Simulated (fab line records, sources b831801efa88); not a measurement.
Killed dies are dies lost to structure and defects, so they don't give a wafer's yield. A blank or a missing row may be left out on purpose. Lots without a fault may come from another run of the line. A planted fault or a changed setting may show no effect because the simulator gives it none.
One fault seen from 2 desks | flow gf180mcu | each desk has only its own numbers; what lay behind them comes last

THE TOOL OWNER'S DESK: cvd_w-02
The tool's own readings at GF_V4_CVD_23 (deposits W, target thk 350 nm, time 104.9 s): means of the sampled wafers that have a number, for each lot that ran on this tool. A lot is out of limits, marked OUT, if its mean lies more than 4 standard deviations from the usual mean; the brackets give that distance.
Columns: A = heater_power_w at GF_V4_CVD_23, usual 852 W
lot  | first seen here | A
L468 | day 27 13:08    | 905
L470 | day 28 00:16    | 894
L471 | day 28 06:25    | 904
L472 | day 28 22:44    | 901
This desk's finding: nothing out of limits on any of the 4 lots.

THE METROLOGY DESK
What the gauges read, lot by lot, whatever tool the lot ran on: means of the sampled wafers that have a number. A lot is out of limits, marked OUT, if its mean lies more than 4 standard deviations from the usual mean; the brackets give that distance.
Columns: A = cd_nm at GF_V4_CD_MEAS_14, usual 259.9 nm; B = V4_OVL at GF_V4_OVL_MEAS_15, usual -1 nm; C = V4_W_RS at GF_V4_RS_MEAS_24, usual 0.326 ohm/sq
lot  | first seen here | A     | B  | C
L468 | day 27 12:14    | 257.6 | -1 | 0.331
L470 | day 27 22:56    | 259.6 | 5  | 0.331
L471 | day 28 05:23    | 260.9 | -5 | 0.328
L472 | day 28 21:50    | 260.6 | -4 | 0.329
L478 | day 30 17:20    | 260.0 | -5 | 0.323
L482 | day 31 10:16    | 259.9 | 1  | 0.322
This desk's finding: nothing out of limits on any of the 6 lots.

PUT TOGETHER
The tool owner's desk saw nothing out of limits.
The metrology desk saw nothing out of limits.

WHAT THE SIMULATOR HAD PUT IN
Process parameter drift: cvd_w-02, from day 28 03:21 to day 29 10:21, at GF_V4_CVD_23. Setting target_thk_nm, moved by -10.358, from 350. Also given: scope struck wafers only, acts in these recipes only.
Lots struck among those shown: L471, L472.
